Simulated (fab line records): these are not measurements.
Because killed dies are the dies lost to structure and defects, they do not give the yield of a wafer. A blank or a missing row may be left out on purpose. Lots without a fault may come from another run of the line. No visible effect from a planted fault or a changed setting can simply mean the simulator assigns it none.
The same fault as seen by 2 desks | flow gf180mcu | numbers are kept per desk, each desk with only its own; the story behind them comes last

THE METROLOGY DESK
What the gauges read for every lot (on any tool): the sampled wafers with a number, averaged. Marked OUT: a lot whose mean sits more than 4 standard deviations from the usual mean, which makes it out of limits; the brackets give that distance.
Columns: A = MIM_ALCU_THK at GF_MIM_THK_MEAS_11, usual 203.7 nm; B = V5_CVD_00_THK at GF_V5_THK_MEAS_01, usual 300 nm
lot  | first seen here | A     | B
L744 | day 24 20:58    | 204.4 | 303
L745 | day 25 05:40    | 205.2 | 305
L747 | day 26 06:41    | 205.1 | 303
L748 | day 26 07:30    | 205.1 | 298
L750 | day 27 16:23    | 203.3 | 305
L752 | day 28 10:01    | 205.9 | 301
L753 | day 28 11:07    | 203.2 | 295
L754 | day 28 17:17    | 202.4 | 305
L758 | day 29 12:58    | 204.7 | 298
L761 | day 30 04:58    | 205.2 | 294
L763 | day 30 18:59    | 202.3 | 302
L764 | day 31 01:37    | 204.9 | 299
L765 | day 31 10:32    | 202.4 | 302
L766 | day 31 11:54    | 204.3 | 304
This desk's finding: nothing out of limits on any of the 14 lots.

FOR THE TOOL OWNER'S DESK: wetBench-01
The tool's own readings at GF_V5_STRIP_19 (strips in post etch residue remover, time 1200 s): means of the sampled wafers that have a number, for each lot that ran on this tool. Marked OUT: a lot whose mean sits more than 4 standard deviations from the usual mean, which makes it out of limits; the brackets give that distance.
Columns: A = bathGuardTempC at GF_V5_STRIP_19, usual 72.6 C; B = bathHeatDutyPct at GF_V5_STRIP_19, usual 14.7 %
lot  | first seen here | A    | B
L745 | day 27 21:00    | 72.5 | 14.6
L763 | day 33 01:44    | 71.6 | 16.4
L765 | day 33 15:32    | 72.1 | 13.0
This desk's finding: nothing out of limits on any of the 3 lots.

TAKEN TOGETHER
Metrology desk: nothing out of limits seen.
Nothing out of limits was seen by the tool owner's desk.

WHAT WAS PUT IN BY THE SIMULATOR
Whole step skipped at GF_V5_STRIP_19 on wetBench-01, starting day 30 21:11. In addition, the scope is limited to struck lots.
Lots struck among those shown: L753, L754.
